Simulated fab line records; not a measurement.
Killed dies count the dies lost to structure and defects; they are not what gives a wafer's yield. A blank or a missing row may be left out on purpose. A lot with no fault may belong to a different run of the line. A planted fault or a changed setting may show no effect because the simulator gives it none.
A lot that was struck, set against a sound lot -- flow gf180mcu -- 23 out of 602 route steps
Sound: the wafers L820.1, L820.3, L820.4. Wafers L823.3, L823.4, L823.6 were the ones struck. Last of all comes the cause.
At each step with rows: each side's tool, then ch and its chambers, then its first start. Under that, the readings that differ: sound wafers -- struck wafers -- difference of the means -- sigmas: that difference in standard deviations of wafers without a fault.
alike: a reading whose means differ by less than 2 such deviations, as well as words and numbers matching on both sides. not compared: withheld readings; readings where some wafer has no value; bounds like >300 that might hide an equal value; numbers whose values overlap and for which the record gives no deviation.
A row with sigmas, a row that says differs or no value, or rows on one side alone: a step with any of these is where the two part. Numbers that have no deviation but don't overlap get no sigmas and don't part them. Lack of a reading on every wafer of one side parts them only where that side has two or more wafers.

GF_V2_RS_MEAS_24: a four-point-probe measurement.
  sound on filmMetro-04 at day 22 17:29; struck on filmMetro-01 at day 23 12:46
  alike: V2_W_RS
GF_V2_THK_MEAS_25: measures by xrf.
  sound on filmMetro-04 at day 22 17:36; struck on filmMetro-01 at day 23 12:52
  alike: V2_W_THK
GF_V2_CMP_26: polishes, stops on SiO2, t overpolish 15 s, target thk 0 nm.
  sound on cmp-01 ch 0,1,3, day 22 17:40; struck on cmp-01 ch 0,2, day 23 12:58
  alike: motorCurrentA, overpolishRunS, platenRpm, timeToEndpointS
GF_M3_SPUTTER_00: material Ti, target thk 37.5 nm, time 150 s.
  sound on pvdSputter-04 at day 22 17:58; struck on pvdSputter-01 at day 23 13:13
  alike: throttleValvePct
GF_M3_SPUTTER_01: material TiN, target thk 30 nm, time 25 s.
  sound on pvdSputter-04 at day 22 18:04; struck on pvdSputter-01 at day 23 13:19
  alike: throttleValvePct
then, 1 step without rows for these wafers: GF_M3_SPUTTER_02 (material AlCu, target thk 450 nm, time 23.9 s).
GF_M3_SPUTTER_03: material Ti, target thk 10 nm, time 6.7 s.
  sound on pvdSputter-04 at day 22 18:07; struck on pvdSputter-01 at day 23 13:22
  alike: throttleValvePct
GF_M3_SPUTTER_04: material TiN, target thk 50 nm, time 41.7 s.
  sound on pvdSputter-04 at day 22 18:08; struck on pvdSputter-01 at day 23 13:23
  alike: throttleValvePct
GF_M3_RS_MEAS_05: a four-point-probe measurement.
  sound on filmMetro-04 at day 22 18:11; struck on filmMetro-02 at day 23 13:28
  alike: M3_ALCU_RS
GF_M3_THK_MEAS_06: measures by xrf.
  sound on filmMetro-04 at day 22 18:18; struck on filmMetro-02 at day 23 13:34
  alike: M3_ALCU_THK
then, 2 steps without rows for these wafers: GF_M3_DEHYDRATE_07 (time 60 s); GF_M3_HMDS_08 (prime time 60 s).
GF_M3_COAT_09: resist thk 1000 nm.
  sound on lithoTrack-03 ch 0, day 23 05:24; struck on lithoTrack-03 ch 0, day 24 00:36
reading,sound,struck,difference,sigmas
model.KrF_of_M3_COAT_09.thkNm (nm),999.9 1001 1000,1036 1035 1036,+35,
  alike: dispensePressureKPa, exhaustPa
then, 4 steps without rows for these wafers: GF_M3_SOFTBAKE_10 (time 60 s); GF_M3_EXPOSE_11 (exposes mask Metal3, target cd 280 nm); GF_M3_PEB_12 (peb time 90 s); GF_M3_DEVELOP_13 (develop time 60 s).
GF_M3_CD_MEAS_14: the cd target is 280 nm.
  sound on cdSem-01 at day 23 17:00; struck on cdSem-02 at day 24 11:50
reading,sound,struck,difference,sigmas
cdNm (nm),279.3 278.3 277.6,280.4 281.6 281.4,+2.7,+2
GF_M3_OVL_MEAS_15:
  sound on overlay-02 at day 23 17:07; struck on overlay-02 at day 24 11:56
  alike: M3_OVL
GF_M3_METAL_ETCH_16: etches the open film in Cl2/BCl3, stops on SiO2, target depth 750.8 nm, time 125.1 s.
  sound on rieMetal-04 ch 0,1, day 23 17:09; struck on rieMetal-03 ch 0,1, day 24 12:00
reading,sound,struck,difference,sigmas
model.KrF_of_M3_COAT_09.thkNm (nm),690.6 692 693.5,723.8 714.1 714.8,+25.5,
  alike: drypumpMotorCurrentA, oesProductAu, throttleValvePct
  not compared: rfHoursCounterH
GF_M3_STRIP_17: strips in O2/N2.
  sound on plasmaAsher-02 ch 0,1, day 23 17:17; struck on plasmaAsher-03 ch 0,1, day 24 12:07
reading,sound,struck,difference,sigmas
heaterPowerW (W),360 346 351,322 327 334,-25,-2
oesProductAu (a.u.),0.539 0.535 0.537,0.557 0.546 0.546,+0.013,+2
stripTimeToEndpointS (s),7.44 7.46 7.47,7.76 7.68 7.68,+0.25,+5
  alike: drypumpMotorCurrentA
  not compared: rfHoursCounterH
then, 1 step without rows for these wafers: GF_M3_STRIP_18 (strips in post etch residue remover, time 1200 s).
-- the record jumps here: 7 days lie between the struck wafers' starts before and after (it left off in module M3 and takes up again in module PASSIVATION, whose first step shown is number 602 of the route) --
GF_PASSIVATION_PROBE_99:
  rows exist in the record for the struck wafers here (prober-02, day 31 15:11), but not for the sound ones

## WHERE THEY PART
Earliest at GF_M3_CD_MEAS_14; latest, in this record, at GF_PASSIVATION_PROBE_99.

WHY: what had been put in by the simulator
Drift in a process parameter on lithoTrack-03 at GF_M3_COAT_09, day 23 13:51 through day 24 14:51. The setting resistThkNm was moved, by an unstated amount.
